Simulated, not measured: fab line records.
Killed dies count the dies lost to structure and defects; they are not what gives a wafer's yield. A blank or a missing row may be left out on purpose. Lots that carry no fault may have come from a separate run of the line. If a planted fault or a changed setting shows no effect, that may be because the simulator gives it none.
Lot-split experiment -- flow sfq_line -- 23 wafers read across 5 lots, on a route 325 steps long

## THE SPLIT ITSELF
At SFQ_TRILAYER_M6_LITHO_COAT_164 (resist thk 62 nm), the setting spin_rpm was moved away from the recipe's 3000 rpm on 11 of the 23 wafers read, by -6.1% to +5.5%. All remaining wafers had this setting at the recipe value.

The reading is taken at the split's own step.

## THE READING
BARC_of_TRILAYER_M6_LITHO_COAT_164.thk_nm (the simulator's own value, which no gauge read), in nm, at SFQ_TRILAYER_M6_LITHO_COAT_164 (resist thk 62 nm). The file gives no usual value for it. Here, 12 wafers ran the recipe; their average is 62.02 nm with a standard deviation of 0.24 nm.

wafer,"tool, chamber at the split","spin_rpm as run, rpm",against the recipe,"BARC_of_TRILAYER_M6_LITHO_COAT_164.thk_nm, nm",against lot-mates on the recipe
L074.2,"litho_track-02, 0",3165,+5.5%,60.35,-1.84
L074.3,"litho_track-02, 0",3000,recipe,62.11,-
L074.4,"litho_track-02, 0",3000,recipe,62.27,-
L074.5,"litho_track-02, 0",3165,+5.5%,60.47,-1.72
L074.6,"litho_track-02, 0",3165,+5.5%,60.6,-1.59
L076.1,"litho_track-03, 0",3000,recipe,61.73,-
L076.2,"litho_track-03, 0",2877,-4.1%,63.12,+1.38
L076.3,"litho_track-03, 0",3000,recipe,61.74,-
L076.5,"litho_track-03, 0",2877,-4.1%,63.08,+1.34
L076.6,"litho_track-03, 0",2877,-4.1%,63.2,+1.47
L077.4,"litho_track-02, 0",3000,recipe,61.99,-
L077.5,"litho_track-02, 0",3000,recipe,62.22,-
L077.6,"litho_track-02, 0",3000,recipe,62.19,-
L078.1,"litho_track-02, 0",3000,recipe,62.26,-
L078.2,"litho_track-02, 0",3000,recipe,62.16,-
L078.3,"litho_track-02, 0",2918,-2.7%,62.98,+0.75
L078.5,"litho_track-02, 0",2918,-2.7%,63.04,+0.81
L078.6,"litho_track-02, 0",3000,recipe,62.27,-
L079.1,"litho_track-03, 0",3000,recipe,61.68,-
L079.2,"litho_track-03, 0",2818,-6.1%,63.61,+1.95
L079.3,"litho_track-03, 0",2818,-6.1%,63.63,+1.97
L079.4,"litho_track-03, 0",2818,-6.1%,63.55,+1.88
L079.5,"litho_track-03, 0",3000,recipe,61.65,-

FIT RESULTS
A straight line over all 23 wafers: BARC_of_TRILAYER_M6_LITHO_COAT_164.thk_nm changes by -0.275 nm for each +1% of spin_rpm; r = -0.98; the points scatter about the line by 0.2 nm.
The same after taking each lot's own level away (the mean of its wafers on the recipe; 23 wafers): -0.318 nm for each +1%; r = -1.00; scatter 0.082 nm.
Per that fit: largest spin_rpm move, reading shift of 1.9 nm.
From 61.665 to 62.230 nm: that is the span of the lots' own levels, equal to 2.3 times the standard deviation above.
Thus the slope moves with the lot-to-lot level: the two fits are different.
Check: with one of the wafers moved furthest among these (-6.1%) left out of the fit, the line predicts +1.94 nm for it against its lot-mates. It came out at +1.95 nm against them.

## THESE WAFERS: OTHER SPLITS
Before the reading, these wafers also passed through other splits. Each is held against what the fit with the lots' levels taken away leaves over:
other split on the same wafers,wafers away from the commonest value,r with BARC_of_TRILAYER_M6_LITHO_COAT_164.thk_nm (lot level and that fit taken away)
SFQ_TRILAYER_M4_LITHO_COAT_098 spin_rpm,4,-0.01
SFQ_TRILAYER_M4_LITHO_COAT_093 spin_rpm,2,+0.00
SFQ_TRILAYER_I4_VIA_LITHO_COAT_103 spin_rpm,7,+0.03
SFQ_TRILAYER_I4_VIA_BARC_OPEN_VIA_ETCH_146 time_s,9,+0.26
SFQ_TRILAYER_JJ_TRILAYER_DEP_SPUTTER_110 time_s,5,+0.29
SFQ_TRILAYER_JJ_CE_LITHO_EXPOSE_115 dose_mj,11,-0.16
SFQ_TRILAYER_JJ_CE_LITHO_PEB_117 peb_time_s,9,-0.04
SFQ_TRILAYER_M5_LITHO_COAT_128 spin_rpm,4,-0.06
SFQ_TRILAYER_A5B_DEP_PECVD_129 rf_w,11,-0.17
SFQ_TRILAYER_R5_LITHO_COAT_141 spin_rpm,8,-0.09
SFQ_TRILAYER_I5_LITHO_COAT_144 resist_thk_nm,9,-0.18
SFQ_TRILAYER_C5_BARC_OPEN_VIA_ETCH_210 time_s,5,-0.34

## FILE'S OWN FIT
BARC_of_TRILAYER_M6_LITHO_COAT_164.thk_nm changes by -0.318 nm for each +1% of spin_rpm, r = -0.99.
